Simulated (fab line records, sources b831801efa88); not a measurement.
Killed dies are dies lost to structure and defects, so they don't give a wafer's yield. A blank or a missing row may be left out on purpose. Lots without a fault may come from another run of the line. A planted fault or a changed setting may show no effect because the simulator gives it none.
Which tool did it? | flow gf180mcu | 11 lots, 33 wafers sampled, at 5 steps of a route of 602

WHAT THE GAUGES READ, wafer by wafer
GF_M3_OVL_MEAS_15.
lot  | measured     | on         | M3_OVL (nm)
L507 | day 21 06:58 | overlay-01 | 2 0 -3
L508 | day 21 23:23 | overlay-01 | 0 -9 -10
L510 | day 22 17:04 | overlay-01 | -3 -10 -7
L511 | day 23 07:43 | overlay-01 | 2 -2 -5
L512 | day 23 12:23 | overlay-01 | -2 -3 -2
L513 | day 23 16:46 | overlay-02 | 7 -1 1
L517 | day 25 02:45 | overlay-02 | 8 8 -4
L518 | day 25 06:00 | overlay-01 | 3 8 4
L525 | day 27 14:14 | overlay-02 | 2 -3 4
L528 | day 28 07:07 | overlay-01 | -5 -4 -7
L529 | day 28 16:34 | overlay-02 | 5 4 3

GF_V3_THK_MEAS_01.
lot  | measured     | on            | V3_CVD_00_THK (nm)
L507 | day 21 07:44 | film_metro-04 | 613 610 600
L508 | day 22 00:13 | film_metro-01 | 601 600 598
L510 | day 22 17:53 | film_metro-02 | 598 600 609
L511 | day 23 08:30 | film_metro-01 | 598 602 604
L512 | day 23 13:17 | film_metro-02 | 602 609 604
L513 | day 23 17:41 | film_metro-04 | 602 612 605
L517 | day 25 03:52 | film_metro-02 | 608 602 602
L518 | day 25 07:07 | film_metro-01 | 597 606 610
L525 | day 27 15:00 | film_metro-01 | 597 592 598
L528 | day 28 07:53 | film_metro-01 | 601 596 605
L529 | day 28 17:20 | film_metro-01 | 593 598 596

GF_V3_RS_MEAS_24: measures by four-point-probe.
lot  | measured     | on            | V3_W_RS (ohm/sq)
L507 | day 22 08:28 | film_metro-01 | 0.331 0.333 0.334
L508 | day 23 01:46 | film_metro-04 | 0.324 0.331 0.330
L510 | day 23 17:58 | film_metro-01 | 0.332 0.322 0.324
L511 | day 24 08:56 | film_metro-04 | 0.333 0.332 0.328
L512 | day 24 13:07 | film_metro-04 | 0.329 0.325 0.330
L513 | day 24 17:15 | film_metro-01 | 0.328 0.327 0.330
L517 | day 26 02:23 | film_metro-01 | 0.328 0.328 0.325
L518 | day 26 05:45 | film_metro-04 | 0.324 0.324 0.326
L525 | day 28 12:23 | film_metro-02 | 0.330 0.332 0.191
L528 | day 29 04:52 | film_metro-04 | 0.194 0.342 0.192
L529 | day 29 13:40 | film_metro-02 | 0.326 0.326 0.322

GF_V3_THK_MEAS_25: measures by xrf.
lot  | measured     | on            | V3_W_THK (nm)
L507 | day 22 08:35 | film_metro-01 | 338 337 333
L508 | day 23 01:52 | film_metro-04 | 354 346 347
L510 | day 23 18:05 | film_metro-01 | 339 349 345
L511 | day 24 09:03 | film_metro-04 | 341 340 343
L512 | day 24 13:13 | film_metro-04 | 343 348 341
L513 | day 24 17:22 | film_metro-01 | 341 342 341
L517 | day 26 02:30 | film_metro-01 | 340 341 343
L518 | day 26 05:52 | film_metro-04 | 352 350 350
L525 | day 28 12:30 | film_metro-02 | 342 340 -
L528 | day 29 04:59 | film_metro-04 | - 335 -
L529 | day 29 13:47 | film_metro-02 | 348 347 350

WHICH TOOL RAN EACH LOT (tool, then ch and the chambers of the sampled wafers, then the start)
lot  | GF_V3_CVD_23
L507 | cvd_w-02 ch 0,1, day 22 08:21
L508 | cvd_w-02 ch 0,1, day 23 01:39
L510 | cvd_w-01 ch 0,1, day 23 17:51
L511 | cvd_w-01 ch 0,1, day 24 08:48
L512 | cvd_w-02 ch 0,1, day 24 12:59
L513 | cvd_w-01 ch 1, day 24 17:07
L517 | cvd_w-01 ch 0,1, day 26 02:16
L518 | cvd_w-01 ch 1, day 26 05:31
L525 | cvd_w-02 ch 0,1, day 28 12:16
L528 | cvd_w-02 ch 0,1, day 29 04:45
L529 | cvd_w-01 ch 0,1, day 29 13:33
- GF_V3_CVD_23: deposits W, target thk 350 nm, time 104.9 s.

WHAT THE TOOLS THEMSELVES READ (means of the sampled wafers that have a number; where no wafer has one, the mark that the record gives instead)
GF_V3_CVD_23.
lot  | tool     | heater_power_w (W)
L507 | cvd_w-02 | 882
L508 | cvd_w-02 | 890
L510 | cvd_w-01 | 852
L511 | cvd_w-01 | 879
L512 | cvd_w-02 | 864
L513 | cvd_w-01 | 865
L517 | cvd_w-01 | 884
L518 | cvd_w-01 | 870
L525 | cvd_w-02 | 901
L528 | cvd_w-02 | 871
L529 | cvd_w-01 | 858

THE ANSWER, worked out from the rows above alone
Rule: what is usual is taken from the lots themselves. Put in order of their means at a reading, lots are off if they are a third of the lots or fewer, leave a main group of 4 or more, and stand apart from it by a gap of 3 or more times the standard deviation of the main group's means; of several such gaps the widest counts. A main group whose means are all the same, to the digits that the tables above print for the reading, isn't used. A lot without any number at a reading at which 4 lots or more have one is off too. The other lots that the step has rows for count as sound. The gauges are gone through in route order, then the tools' own readings, and for those a lot's mean is taken as printed above. The first step at which some lot is off is used, and at that step the reading that is off furthest; a lot without a number counts as furthest.
Off: L525, L528, at GF_V3_RS_MEAS_24 (V3_W_RS). The main group: mean 0.328 ohm/sq, standard deviation 0.0025.
A tool fits if, at a process step before that reading, it ran every lot that is off, and no sound lot after the first of them. The gauges at GF_V3_RS_MEAS_24 are tried like those tools. One fits: cvd_w-02 at GF_V3_CVD_23. Its last sound lot is L512 (day 24 12:59), its first lot that is off L525 (day 28 12:16): a fault that began between those two fits.

WHAT THE SIMULATOR HAD PUT IN
Process parameter drift: cvd_w-02, from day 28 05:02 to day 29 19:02, at GF_V3_CVD_23. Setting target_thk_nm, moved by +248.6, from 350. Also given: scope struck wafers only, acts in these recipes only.
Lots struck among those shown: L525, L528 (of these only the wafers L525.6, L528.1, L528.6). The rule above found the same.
